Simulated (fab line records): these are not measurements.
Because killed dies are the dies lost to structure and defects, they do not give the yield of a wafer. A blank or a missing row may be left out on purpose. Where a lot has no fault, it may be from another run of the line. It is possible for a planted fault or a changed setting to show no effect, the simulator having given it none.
Which tool was responsible? + flow gf180mcu + 33 wafers from 11 lots sampled at 6 of the route's 602 steps

## WHAT EACH GAUGE READ, for each wafer
GF_VT_IMPLANT_OVL_MEAS_40. Usual: VT_IMPLANT_03_OVL -0.1 nm, standard deviation 1.1.
| lot  | measured     | on         | VT_IMPLANT_03_OVL (nm) | flag |
|------|--------------|------------|------------------------|------|
| L807 | day 7 13:01  | overlay-01 | -0.7 -0.8 -0.6         |      |
| L812 | day 8 21:13  | overlay-01 | -0.5 -0.4 1.3          |      |
| L813 | day 9 06:13  | overlay-02 | -0.1 -0.1 0.6          |      |
| L816 | day 10 01:25 | overlay-02 | 0.4 1.8 -0.6           |      |
| L817 | day 10 07:07 | overlay-01 | 0.1 1.1 1.7            |      |
| L818 | day 10 14:59 | overlay-02 | -0.4 0.2 0.1           |      |
| L819 | day 10 21:35 | overlay-02 | 0.7 0.8 -0.6           |      |
| L820 | day 11 03:22 | overlay-02 | -1.0 0.7 -0.4          |      |
| L821 | day 11 12:16 | overlay-02 | -0.3 -0.7 -1.2         |      |
| L822 | day 11 22:23 | overlay-01 | 0.0 -0.4 -0.7          |      |
| L830 | day 14 00:41 | overlay-01 | 1.9 1.9 0.1            |      |

GF_PSD_TW_MEAS_11. Usual: PSD_TW 3171, standard deviation 36.
| lot  | measured     | on            | PSD_TW         | flag |
|------|--------------|---------------|----------------|------|
| L807 | day 14 04:46 | film-metro-03 | 3201 3205 3197 |      |
| L812 | day 15 21:52 | film-metro-04 | 3183 3163 3166 |      |
| L813 | day 16 16:31 | film-metro-01 | 3151 3162 3141 |      |
| L816 | day 17 12:37 | film-metro-01 | 3120 3123 3131 |      |
| L817 | day 17 22:04 | film-metro-03 | 3210 3220 3210 |      |
| L818 | day 18 03:07 | film-metro-01 | 3129 3118 3109 |      |
| L819 | day 18 15:17 | film-metro-04 | 3208 3209 3215 |      |
| L820 | day 18 16:43 | film-metro-04 | 3199 3219 3206 |      |
| L821 | day 19 08:30 | film-metro-03 | 3450 3443 3438 | OFF  |
| L822 | day 19 17:55 | film-metro-04 | 3451 3474 3468 | OFF  |
| L830 | day 22 08:13 | film-metro-04 | 3188 3172 3197 |      |

GF_PSD_RS_MEAS_15: a four-point-probe measurement. Usual: PSD_RS 108.44 ohm/sq, standard deviation 0.29.
| lot  | measured     | on            | PSD_RS (ohm/sq)      | flag |
|------|--------------|---------------|----------------------|------|
| L807 | day 14 05:05 | film-metro-01 | 108.70 108.86 108.74 |      |
| L812 | day 15 22:10 | film-metro-04 | 108.83 108.32 108.55 |      |
| L813 | day 16 16:50 | film-metro-03 | 108.69 109.10 108.93 |      |
| L816 | day 17 12:56 | film-metro-03 | 108.44 108.52 108.55 |      |
| L817 | day 17 22:22 | film-metro-04 | 108.40 108.61 108.62 |      |
| L818 | day 18 03:26 | film-metro-01 | 109.05 108.85 108.75 |      |
| L819 | day 18 15:38 | film-metro-04 | 108.29 108.31 108.55 |      |
| L820 | day 18 17:07 | film-metro-04 | 108.32 108.11 108.39 |      |
| L821 | day 19 08:49 | film-metro-03 | 101.71 101.61 101.91 | OFF  |
| L822 | day 19 18:25 | film-metro-04 | 102.01 101.97 102.16 | OFF  |
| L830 | day 22 08:35 | film-metro-01 | 108.41 108.13 108.57 |      |

GF_M1_OVL_MEAS_15. Usual: M1_OVL 3 nm, standard deviation 4.6.
| lot  | measured     | on         | M1_OVL (nm) | flag |
|------|--------------|------------|-------------|------|
| L807 | day 17 00:17 | overlay-01 | 0 4 1       |      |
| L812 | day 18 22:43 | overlay-01 | 11 -1 -3    |      |
| L813 | day 19 19:00 | overlay-01 | 2 9 -4      |      |
| L816 | day 20 15:49 | overlay-01 | 15 6 -6     |      |
| L817 | day 21 02:44 | overlay-01 | 14 9 11     |      |
| L818 | day 21 06:32 | overlay-02 | 5 1 7       |      |
| L819 | day 21 18:19 | overlay-01 | -1 4 3      |      |
| L820 | day 21 21:04 | overlay-01 | -1 -1 9     |      |
| L821 | day 22 12:19 | overlay-01 | 3 -4 -3     |      |
| L822 | day 22 21:18 | overlay-01 | 4 3 6       |      |
| L830 | day 25 07:23 | overlay-01 | 2 2 -1      |      |

## TOOL THAT RAN EACH LOT (tool first, then ch and the chambers of the sampled wafers, then the start)
| lot  | GF_PSD_IMPLANT_09               | GF_PSD_STRIP_10                      |
|------|---------------------------------|--------------------------------------|
| L807 | implanter-04 ch 0, day 14 04:31 | plasma-asher-04 ch 1, day 14 04:40   |
| L812 | implanter-03 ch 0, day 15 21:37 | plasma-asher-03 ch 0,1, day 15 21:46 |
| L813 | implanter-03 ch 0, day 16 16:17 | plasma-asher-03 ch 0,1, day 16 16:25 |
| L816 | implanter-03 ch 0, day 17 12:22 | plasma-asher-04 ch 0,1, day 17 12:31 |
| L817 | implanter-03 ch 0, day 17 21:49 | plasma-asher-03 ch 0,1, day 17 21:58 |
| L818 | implanter-03 ch 0, day 18 02:53 | plasma-asher-04 ch 0,1, day 18 03:00 |
| L819 | implanter-03 ch 0, day 18 15:05 | plasma-asher-04 ch 0,1, day 18 15:11 |
| L820 | implanter-04 ch 0, day 18 16:28 | plasma-asher-03 ch 0,1, day 18 16:37 |
| L821 | implanter-03 ch 0, day 19 08:15 | plasma-asher-04 ch 0,1, day 19 08:24 |
| L822 | implanter-03 ch 0, day 19 17:40 | plasma-asher-02 ch 0,1, day 19 17:49 |
| L830 | implanter-01 ch 0, day 22 07:59 | plasma-asher-04 ch 0,1, day 22 08:06 |
- GF_PSD_IMPLANT_09
- GF_PSD_STRIP_10: strips in O2/N2.

## WHAT THE TOOLS THEMSELVES READ (means of the sampled wafers that have a number; where no wafer has one, the mark that the record gives instead)
GF_PSD_IMPLANT_09. Usual: dose-ions-cm2 1.4994e+15, standard deviation 1.6e+12; end-station-pressure-torr 1.17e-05 Torr, standard deviation 5.5e-07; faraday-current-uA 8250, standard deviation 180.
| lot  | tool         | dose-ions-cm2 | end-station-pressure-torr (Torr) | faraday-current-uA | flag |
|------|--------------|---------------|----------------------------------|--------------------|------|
| L807 | implanter-04 | 1.4996e+15    | 1.21e-05                         | 8115               |      |
| L812 | implanter-03 | 1.5008e+15    | 1.19e-05                         | 8180               |      |
| L813 | implanter-03 | 1.4985e+15    | 1.16e-05                         | 8138               |      |
| L816 | implanter-03 | 1.4992e+15    | 1.14e-05                         | 8287               |      |
| L817 | implanter-03 | 1.4975e+15    | 1.17e-05                         | 8038               |      |
| L818 | implanter-03 | 1.4983e+15    | 1.22e-05                         | 8080               |      |
| L819 | implanter-03 | 1.5011e+15    | 1.15e-05                         | 8256               |      |
| L820 | implanter-04 | 1.4996e+15    | 1.20e-05                         | 8383               |      |
| L821 | implanter-03 | 2.1975e+15    | 1.45e-05                         | 11767              | OFF  |
| L822 | implanter-03 | 2.1943e+15    | 1.48e-05                         | 12194              | OFF  |
| L830 | implanter-01 | 1.4999e+15    | 1.16e-05                         | 8071               |      |

GF_PSD_STRIP_10. Usual: drypump-motor-current-A 5.7 A, standard deviation 0.35; heater-power-w 296 W, standard deviation 31; oes-product-au 0.592 a.u., standard deviation 0.0045; strip-time-to-endpoint-s 16.54 s, standard deviation 0.041.
| lot  | tool            | drypump-motor-current-A (A) | heater-power-w (W) | oes-product-au (a.u.) | strip-time-to-endpoint-s (s) | flag |
|------|-----------------|-----------------------------|--------------------|-----------------------|------------------------------|------|
| L807 | plasma-asher-04 | 5.1                         | 252                | 0.592                 | 16.47                        |      |
| L812 | plasma-asher-03 | 6.0                         | 301                | 0.588                 | 16.58                        |      |
| L813 | plasma-asher-03 | 6.0                         | 286                | 0.588                 | 16.55                        |      |
| L816 | plasma-asher-04 | 5.5                         | 312                | 0.595                 | 16.55                        |      |
| L817 | plasma-asher-03 | 6.0                         | 302                | 0.594                 | 16.53                        |      |
| L818 | plasma-asher-04 | 5.3                         | 280                | 0.592                 | 16.58                        |      |
| L819 | plasma-asher-04 | 5.3                         | 281                | 0.591                 | 16.60                        |      |
| L820 | plasma-asher-03 | 6.0                         | 292                | 0.594                 | 16.57                        |      |
| L821 | plasma-asher-04 | 5.3                         | 283                | 0.568                 | 17.75                        | OFF  |
| L822 | plasma-asher-02 | 5.9                         | 286                | 0.565                 | 17.78                        | OFF  |
| L830 | plasma-asher-04 | 5.5                         | 318                | 0.594                 | 16.55                        |      |

## THE ANSWER, worked out from the rows above alone
Rule: a lot is off if the mean of its wafers that have a number lies more than 3 standard deviations from the usual mean. A lot without any number at a reading at which 4 lots or more have one is off too. Where the step has rows for the other lots, those lots are counted as sound. The gauges are gone through in route order, then the tools' own readings, and for those a lot's mean is taken as printed above. At the first step where some lot is off, the reading lying furthest off is the one used; lots without a number count as furthest.
Off: L821, L822, seen at GF_PSD_TW_MEAS_11 (PSD_TW).
A tool fits if, at a process step before that reading, it ran every lot that is off, and no sound lot after the first of them. The gauges at GF_PSD_TW_MEAS_11 aren't tried: what is off there is off at GF_PSD_IMPLANT_09 too, on other tools, and a gauge's error can't cause that. One fits: implanter-03 at GF_PSD_IMPLANT_09. A fault onset in the window from L819 (day 18 15:05, its last sound lot) to L821 (day 19 08:15, its first lot off) fits.
The tool's own readings at GF_PSD_IMPLANT_09 bear it out: on the lots that are off they differ by more than 5 times the standard deviation of the sound lots' means. dose-ions-cm2 reads 2.1959e+15 there against 1.4994e+15 on the sound lots; end-station-pressure-torr reads 1.47e-05 Torr there against 1.18e-05 Torr on the sound lots; faraday-current-uA reads 11980 there against 8172 on the sound lots.

## WHAT THE SIMULATOR HAD PUT IN
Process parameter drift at GF_PSD_IMPLANT_09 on implanter-03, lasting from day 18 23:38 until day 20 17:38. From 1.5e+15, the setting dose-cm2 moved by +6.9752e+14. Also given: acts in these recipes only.
Shown lots that were struck: L821, L822. Same finding as the rule above.
